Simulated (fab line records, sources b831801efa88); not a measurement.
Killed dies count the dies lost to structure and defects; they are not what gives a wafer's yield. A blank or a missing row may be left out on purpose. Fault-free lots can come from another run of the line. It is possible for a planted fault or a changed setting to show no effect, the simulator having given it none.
fab line records    flow sky130
[record] lots = 14  wafers = 42  last-day = 50
route steps=708 shown POLY_CUT@315 RES_XHIGH@336 LI_CONTACT@363
lots untouched by any fault: they come from a run of this same line in which no faults occurred
start-h: the number of hours between the record's first day and the start of the first shown wafer of the lot    wait-h: time in hours since the lot's previous step    " as in the row above    L1.1+2: a single row standing in for several wafers    - no value, or no start given    * or withheld: withheld    < > ~ a bound
route shown NAME@n: a module of which the file shows steps, and the number in the route of the first    usual: the fault-free wafers' mean and standard deviation    same: alike in all rows    chamber/n: place in a boat    sites: per-site readings    _std_site: their standard deviation    _edge_site: outer sites' mean less inner sites'    radius-mm: for every site, how far away it sits from the centre of the wafer    mask NAME#n: copy n    behind: the most recent tool/chamber to have shaped the wafer    hold: reason for holding the lot/hours on hold/outcome of the hold    device: names the non-switching transistor (n, p or np)    end of line: the same wafers' tests at the end of the route    for a step that has no rows: nothing shown but its recipe    killed: not the wafer's yield, but the dies lost to structure and defects at the first sort    map: dies across one wafer; x = killed, . = not, _ = none there
set.NAME: setting as actually run; set.NAME@STEP: the setting as run at that earlier step    model.NAME: the simulator's own value behind a step, which no gauge read
one table for each step of the route and one row for each wafer, over a sample of lots
services: when a tool's chamber went out of use (start-h, in hours from the record's first day, below 0 if earlier), for how many hours, and the reason
[[steps]]
[step SKY_POLY_CUT_CD_MEAS_08]
[recipe] target-cd-nm = 270
[usual] cd-nm = 270.5/1.4
lot.wafer  tool       chamber  start-h  wait-h  cd-nm
L624.1     cd-sem-01  -        557.06   -       271.1
L624.5     "          -        "        "       272.1
L624.6     "          -        "        "       269.8
L626.2     cd-sem-02  -        569.53   -       269.7
L626.3     "          -        "        "       271.0
L626.4     "          -        "        "       269.5
L629.3     cd-sem-01  -        600.53   -       272.6
L629.4     "          -        "        "       270.7
L629.5     "          -        "        "       271.8
L630.1     cd-sem-02  -        603.92   -       270.2
L630.3     "          -        "        "       269.0
L630.5     "          -        "        "       269.8
L633.1     cd-sem-02  -        634.77   -       270.0
L633.2     "          -        "        "       269.9
L633.6     "          -        "        "       270.8
L635.1     cd-sem-01  -        647.62   -       270.7
L635.5     "          -        "        "       271.8
L635.6     "          -        "        "       271.4
L640.2     cd-sem-02  -        706.29   -       268.0
L640.3     "          -        "        "       268.8
L640.5     "          -        "        "       268.8
L642.1     cd-sem-02  -        713.66   -       269.5
L642.3     "          -        "        "       272.7
L642.5     "          -        "        "       271.9
L641.1     cd-sem-01  -        730.07   -       271.2
L641.3     "          -        "        "       271.9
L641.5     "          -        "        "       272.3
L643.1     cd-sem-02  -        730.89   -       272.1
L643.3     "          -        "        "       272.9
L643.5     "          -        "        "       271.9
L644.3     cd-sem-01  -        730.90   -       268.8
L644.5     "          -        "        "       269.1
L644.6     "          -        "        "       269.7
L646.3     cd-sem-02  -        738.05   -       270.9
L646.4     "          -        "        "       270.8
L646.5     "          -        "        "       272.2
L645.2     cd-sem-01  -        738.31   -       269.0
L645.4     "          -        "        "       268.7
L645.6     "          -        "        "       268.8
L647.1     cd-sem-02  -        745.81   -       271.5
L647.4     "          -        "        "       270.0
L647.5     "          -        "        "       269.7
[step SKY_RES_XHIGH_EXPOSE_04]
[recipe] mask-id = URPM  na = 0.6  source-shape = conventional  sigma-outer = 0.6  polarization = unpolarized  target-cd-nm = 1270  dose-mj = 140
[usual] exposure-dose-mJ-cm2 = 140.03/0.14  focus-offset-nm = -0.1/0.49  stage-vel-mm-s = 499.99/0.24
lot.wafer  tool              chamber  start-h  wait-h  mask    exposure-dose-mJ-cm2  focus-offset-nm  stage-vel-mm-s
L624.1     iline-stepper-01  0        601.84   -       URPM#0  140.05                0.1              499.94
L624.5     "                 0        "        "       URPM#0  139.84                -0.5             500.29
L624.6     "                 0        "        "       URPM#0  139.91                0.3              499.67
L626.2     iline-stepper-01  0        613.79   -       URPM#0  140.23                0.1              499.78
L626.3     "                 0        "        "       URPM#0  140.01                -0.5             500.23
L626.4     "                 0        "        "       URPM#0  140.02                0.1              500.04
L629.3     iline-stepper-01  0        645.10   -       URPM#0  140.04                0.0              499.97
L629.4     "                 0        "        "       URPM#0  139.98                0.2              500.05
L629.5     "                 0        "        "       URPM#0  140.09                -0.4             500.22
L630.1     iline-stepper-01  0        647.69   -       URPM#0  140.20                -0.1             500.20
L630.3     "                 0        "        "       URPM#0  140.03                -0.4             500.25
L630.5     "                 0        "        "       URPM#0  139.97                0.0              500.33
L633.1     iline-stepper-01  0        678.17   -       URPM#0  139.99                -0.1             500.05
L633.2     "                 0        "        "       URPM#0  139.97                0.8              500.08
L633.6     "                 0        "        "       URPM#0  139.86                0.5              499.76
L635.1     iline-stepper-02  0        690.54   -       URPM#0  139.82                -0.2             500.10
L635.5     "                 0        "        "       URPM#0  139.88                0.3              500.19
L635.6     "                 0        "        "       URPM#0  140.07                0.6              500.18
L640.2     iline-stepper-01  -        747.89   -       URPM#0  -                     -                -
L640.3     "                 -        "        "       URPM#0  -                     -                -
L640.5     "                 -        "        "       URPM#0  -                     -                -
L642.1     iline-stepper-01  0        752.79   -       URPM#0  140.00                -1.0             500.08
L642.3     "                 0        "        "       URPM#0  140.09                -0.5             499.95
L642.5     "                 0        "        "       URPM#0  140.05                0.0              499.94
L641.1     iline-stepper-01  -        771.69   -       URPM#0  -                     -                -
L641.3     "                 -        "        "       URPM#0  -                     -                -
L641.5     "                 -        "        "       URPM#0  -                     -                -
L644.3     iline-stepper-02  0        772.28   -       URPM#0  140.00                -0.3             500.28
L644.5     "                 0        "        "       URPM#0  139.93                0.0              499.60
L644.6     "                 0        "        "       URPM#0  139.84                -0.2             499.78
L643.1     iline-stepper-01  0        772.49   -       URPM#0  140.15                -0.2             499.52
L643.3     "                 0        "        "       URPM#0  140.21                -0.4             499.85
L643.5     "                 0        "        "       URPM#0  140.14                -0.1             499.95
L646.3     iline-stepper-01  0        778.73   -       URPM#0  140.25                -0.2             499.78
L646.4     "                 0        "        "       URPM#0  140.09                -0.3             499.70
L646.5     "                 0        "        "       URPM#0  139.97                -0.3             500.05
L645.2     iline-stepper-01  0        779.19   -       URPM#0  140.00                0.0              500.27
L645.4     "                 0        "        "       URPM#0  140.13                -0.9             499.82
L645.6     "                 0        "        "       URPM#0  140.12                -0.7             499.73
L647.1     iline-stepper-02  0        785.67   -       URPM#0  139.79                0.2              499.86
L647.4     "                 0        "        "       URPM#0  140.03                0.7              500.04
L647.5     "                 0        "        "       URPM#0  139.91                0.4              499.77
[step SKY_RES_XHIGH_STRIP_08]
[recipe] chemistry = O2/N2  power-w = 1400  pressure-mtorr = 1500  platen-temp-c = withheld  o2-flow-sccm = 3000  n2-flow-sccm = 300  overash-fraction = 0.5
[usual] drypump-motor-current-A = 5.8/0.46  oes-product-au = 0.711/0.0048  strip-time-to-endpoint-s = 14.27/0.044
lot.wafer  tool             chamber  start-h  wait-h  drypump-motor-current-A  oes-product-au  rf-hours-counter-h  strip-time-to-endpoint-s
L624.1     plasma-asher-02  0        616.68   0.1     6.2                      0.710           81                  14.31
L624.5     "                0        "        "       6.2                      0.705           -                   14.34
L624.6     "                1        "        "       5.6                      0.714           -                   14.33
L626.2     plasma-asher-02  0        628.64   0.1     6.3                      0.709           83                  14.19
L626.3     "                1        "        "       5.6                      0.714           -                   14.19
L626.4     "                0        "        "       6.2                      0.706           -                   14.23
L629.3     plasma-asher-04  1        659.40   0.1     5.4                      0.717           -                   14.27
L629.4     "                0        "        "       6.0                      0.712           -                   14.27
L629.5     "                0        "        "       6.0                      0.722           -                   14.28
L630.1     plasma-asher-04  0        661.62   0.1     6.0                      0.709           25                  14.23
L630.3     "                0        "        "       6.0                      0.709           -                   14.21
L630.5     "                0        "        "       6.0                      0.708           -                   14.27
L633.1     plasma-asher-02  0        691.77   0.1     6.2                      0.724           89                  14.27
L633.2     "                1        "        "       5.6                      0.717           89                  14.25
L633.6     "                1        "        "       5.6                      0.719           -                   14.25
L635.1     plasma-asher-04  0        704.32   0.1     6.0                      0.716           28                  14.21
L635.5     "                0        "        "       6.0                      0.718           -                   14.22
L635.6     "                1        "        "       5.3                      0.716           -                   14.24
L640.2     plasma-asher-04  1        761.29   0.1     5.3                      0.707           34                  14.28
L640.3     "                0        "        "       6.0                      0.703           -                   14.27
L640.5     "                0        "        "       6.0                      0.712           -                   14.30
L642.1     plasma-asher-01  1        766.24   0.1     4.8                      0.714           2                   14.27
L642.3     "                0        "        "       6.3                      0.703           -                   14.30
L642.5     "                1        "        "       4.8                      0.713           -                   14.32
L641.1     plasma-asher-02  1        784.42   0.1     5.6                      0.707           98                  14.34
L641.3     "                1        "        "       5.6                      0.711           -                   14.33
L641.5     "                0        "        "       6.2                      0.719           -                   14.37
L644.3     plasma-asher-01  0        784.62   0.1     6.3                      0.708           -                   14.19
L644.5     "                0        "        "       6.3                      0.715           -                   14.20
L644.6     "                1        "        "       4.9                      0.710           -                   14.17
L643.1     plasma-asher-02  1        784.89   0.1     5.6                      0.712           99                  14.21
L643.3     "                0        "        "       6.2                      0.705           -                   14.30
L643.5     "                1        "        "       5.6                      0.709           -                   14.26
L646.3     plasma-asher-01  0        791.52   0.1     6.3                      0.711           -                   14.27
L646.4     "                1        "        "       4.8                      0.717           -                   14.28
L646.5     "                0        "        "       6.3                      0.710           -                   14.29
L645.2     plasma-asher-04  0        791.97   0.1     6.0                      0.704           37                  14.30
L645.4     "                1        "        "       5.3                      0.713           -                   14.25
L645.6     "                0        "        "       6.0                      0.711           -                   14.25
L647.1     plasma-asher-02  1        798.99   0.1     5.6                      0.716           100                 14.27
L647.4     "                1        "        "       5.6                      0.711           -                   14.28
L647.5     "                0        "        "       6.2                      0.709           -                   14.32
[step SKY_RES_XHIGH_TW_MEAS_09]
[usual] RES_XHIGH_TW = 1632/12
lot.wafer  tool           chamber  start-h  wait-h  RES_XHIGH_TW
L624.1     film-metro-03  -        616.78   0.1     1629
L624.5     "              -        "        "       1622
L624.6     "              -        "        "       1620
L626.2     film-metro-02  -        628.75   0.1     1642
L626.3     "              -        "        "       1641
L626.4     "              -        "        "       1637
L629.3     film-metro-02  -        659.55   0.1     1643
L629.4     "              -        "        "       1634
L629.5     "              -        "        "       1627
L630.1     film-metro-01  -        661.72   0.1     1652
L630.3     "              -        "        "       1651
L630.5     "              -        "        "       1653
L633.1     film-metro-03  -        691.87   0.1     1615
L633.2     "              -        "        "       1620
L633.6     "              -        "        "       1619
L635.1     film-metro-03  -        704.42   0.1     1621
L635.5     "              -        "        "       1626
L635.6     "              -        "        "       1620
L640.2     film-metro-02  -        761.40   0.1     30
L640.3     "              -        "        "       30
L640.5     "              -        "        "       30
L642.1     film-metro-01  -        766.34   0.1     1630
L642.3     "              -        "        "       1631
L642.5     "              -        "        "       1629
L641.1     film-metro-02  -        784.52   0.1     30
L641.3     "              -        "        "       30
L641.5     "              -        "        "       30
L644.3     film-metro-01  -        784.71   0.1     1652
L644.5     "              -        "        "       1647
L644.6     "              -        "        "       1650
L643.1     film-metro-03  -        784.99   0.1     1629
L643.3     "              -        "        "       1624
L643.5     "              -        "        "       1628
L646.3     film-metro-03  -        791.61   0.1     1618
L646.4     "              -        "        "       1622
L646.5     "              -        "        "       1626
L645.2     film-metro-01  -        792.08   0.1     1636
L645.4     "              -        "        "       1632
L645.6     "              -        "        "       1638
L647.1     film-metro-03  -        799.09   0.1     1633
L647.4     "              -        "        "       1625
L647.5     "              -        "        "       1626
[step SKY_LI_CONTACT_THK_MEAS_01]
[recipe] reads = PSG_of_LI_CONTACT_HDPCVD_00
[usual] LI_CONTACT_HDPCVD_THK = 923/9.5
lot.wafer  tool           chamber  start-h  wait-h  LI_CONTACT_HDPCVD_THK[nm]
L624.1     film-metro-01  -        647.24   0.1     909
L624.5     "              -        "        "       923
L624.6     "              -        "        "       918
L626.2     film-metro-01  -        660.62   0.1     941
L626.3     "              -        "        "       919
L626.4     "              -        "        "       924
L629.3     film-metro-03  -        688.35   0.1     923
L629.4     "              -        "        "       930
L629.5     "              -        "        "       921
L630.1     film-metro-01  -        691.25   0.1     935
L630.3     "              -        "        "       920
L630.5     "              -        "        "       928
L633.1     film-metro-01  -        720.88   0.1     911
L633.2     "              -        "        "       917
L633.6     "              -        "        "       908
L635.1     film-metro-02  -        735.43   0.1     912
L635.5     "              -        "        "       927
L635.6     "              -        "        "       922
L640.2     film-metro-02  -        788.84   0.1     915
L640.3     "              -        "        "       924
L640.5     "              -        "        "       907
L642.1     film-metro-01  -        794.33   0.1     939
L642.3     "              -        "        "       930
L642.5     "              -        "        "       936
L641.1     film-metro-03  -        811.98   0.2     896
L641.3     "              -        "        "       911
L641.5     "              -        "        "       923
L644.3     film-metro-02  -        812.29   0.1     928
L644.5     "              -        "        "       925
L644.6     "              -        "        "       927
L643.1     film-metro-02  -        812.64   0.1     909
L643.3     "              -        "        "       907
L643.5     "              -        "        "       897
L646.3     film-metro-02  -        818.58   0.1     929
L646.4     "              -        "        "       922
L646.5     "              -        "        "       923
L645.2     film-metro-02  -        818.95   0.1     932
L645.4     "              -        "        "       930
L645.6     "              -        "        "       920
L647.1     film-metro-02  -        826.23   0.1     924
L647.4     "              -        "        "       932
L647.5     "              -        "        "       923
[[services]]
tool              chamber  start-h  hours  kind
plasma-asher-01   -        580.32   5.3    repair
plasma-asher-01   -        614.11   7.3    repair
plasma-asher-04   -        616.78   2.7    repair
plasma-asher-02   -        618.78   1.1    repair
iline-stepper-02  -        656.21   1.4    repair
iline-stepper-02  -        669.83   1.7    pm
plasma-asher-04   -        674.46   8.6    repair
iline-stepper-02  -        718.34   2.1    repair
iline-stepper-02  -        728.79   2.6    repair
plasma-asher-01   -        733.75   9.0    pm
plasma-asher-01   0        733.75   9.0    vent-cycle
plasma-asher-01   1        733.75   9.0    vent-cycle
plasma-asher-01   0        742.75   -      clean
plasma-asher-01   1        742.75   -      clean
plasma-asher-01   -        746.86   4.0    repair
iline-stepper-02  -        762.92   8.6    repair
plasma-asher-02   -        781.52   1.0    repair
iline-stepper-01  -        788.89   1.7    pm
[[key]]
[first-sign] step = SKY_RES_XHIGH_EXPOSE_04  reading = tool-record  direction = missing
[effect] step = SKY_RES_XHIGH_TW_MEAS_09  reading = RES_XHIGH_TW  direction = down  sigmas = 99+  usual = 1632  struck = 30
met-at SKY_RES_XHIGH_EXPOSE_04
struck-lots L640,L641
sort-left-out L640.2,L640.3,L640.5,L641.1,L641.3,L641.5
tester-left-out L640,L641
not-acting-at SKY_POLY_CUT_CD_MEAS_08,SKY_RES_XHIGH_STRIP_08,SKY_LI_CONTACT_THK_MEAS_01
onset-between 678.17 747.89
[fault] kind = skipped-step-whole  tool = iline-stepper-01  chamber = -  onset-h = 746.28  steps = SKY_RES_XHIGH_EXPOSE_04  scope = struck-lots-only
// tester-left-out: of these lots the tester's yield and bins aren't shown, on N5 and GAA mostly nor the transistor test; their killed dies are dies lost to structure and defects alone, not to doping, threshold or leakage, so they don't give the yield
// sort-left-out: the simulated sort isn't trusted on such a fault, so these wafers' sort isn't shown, and their yield isn't known
